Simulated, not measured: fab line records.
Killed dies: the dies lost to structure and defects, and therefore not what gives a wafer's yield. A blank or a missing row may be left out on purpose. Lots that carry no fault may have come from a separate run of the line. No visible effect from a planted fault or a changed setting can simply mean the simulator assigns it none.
What tool caused it? + flow gf180mcu + Sampling: 7 lots, 21 wafers, 2 of 602 route steps

== WHAT EACH GAUGE READ, for each wafer ==
GF_DNWELL_TW_MEAS_09.
| lot  | measured    | on            | DNWELL_TW      |
|------|-------------|---------------|----------------|
| L714 | day 3 00:01 | film_metro-02 | 1352 1351 1349 |
| L716 | day 3 10:26 | film_metro-02 | 31 31 31       |
| L728 | day 6 01:32 | film_metro-04 | 1325 1331 1329 |
| L730 | day 6 13:44 | film_metro-02 | 1349 1358 1358 |
| L732 | day 7 00:47 | film_metro-02 | 1339 1345 1348 |
| L734 | day 7 09:55 | film_metro-01 | 1346 1339 1340 |
| L736 | day 7 22:14 | film_metro-01 | 1338 1337 1341 |

== WHICH TOOL RAN EACH LOT (tool, then ch and the chambers of the sampled wafers, then the start) ==
| lot  | GF_DNWELL_EXPOSE_04                |
|------|------------------------------------|
| L714 | iline_stepper-02 ch 0, day 2 17:55 |
| L716 | iline_stepper-02, day 3 03:45      |
| L728 | iline_stepper-02 ch 0, day 5 18:06 |
| L730 | iline_stepper-02 ch 0, day 6 06:24 |
| L732 | iline_stepper-01 ch 0, day 6 17:08 |
| L734 | iline_stepper-02 ch 0, day 7 01:53 |
| L736 | iline_stepper-02 ch 0, day 7 14:29 |
- GF_DNWELL_EXPOSE_04: exposes mask DNWELL, target cd 1700 nm.

== THE ANSWER, worked out from the rows above alone ==
Rule: what is usual is taken from the lots themselves. Put in order of their means at a reading, lots are off if they are a third of the lots or fewer, leave a main group of 4 or more, and stand apart from it by a gap of 3 or more times the standard deviation of the main group's means; of several such gaps the widest counts. If all means in a main group match to the digits the tables above print for the reading, that group is not used. Also off: a lot with no number at a reading for which 4 or more lots have one. All remaining lots with rows at the step are treated as sound.
Off: at GF_DNWELL_TW_MEAS_09 (DNWELL_TW), L716. Main group: mean 1343, sd 8.6.
If a tool, at a process step before that reading, ran all the lots that are off and no sound lot after the first of them, it fits. Those tools and the gauges at GF_DNWELL_TW_MEAS_09 are tried in the same way. No candidate that was tried fits.

== WHAT THE SIMULATOR HAD PUT IN ==
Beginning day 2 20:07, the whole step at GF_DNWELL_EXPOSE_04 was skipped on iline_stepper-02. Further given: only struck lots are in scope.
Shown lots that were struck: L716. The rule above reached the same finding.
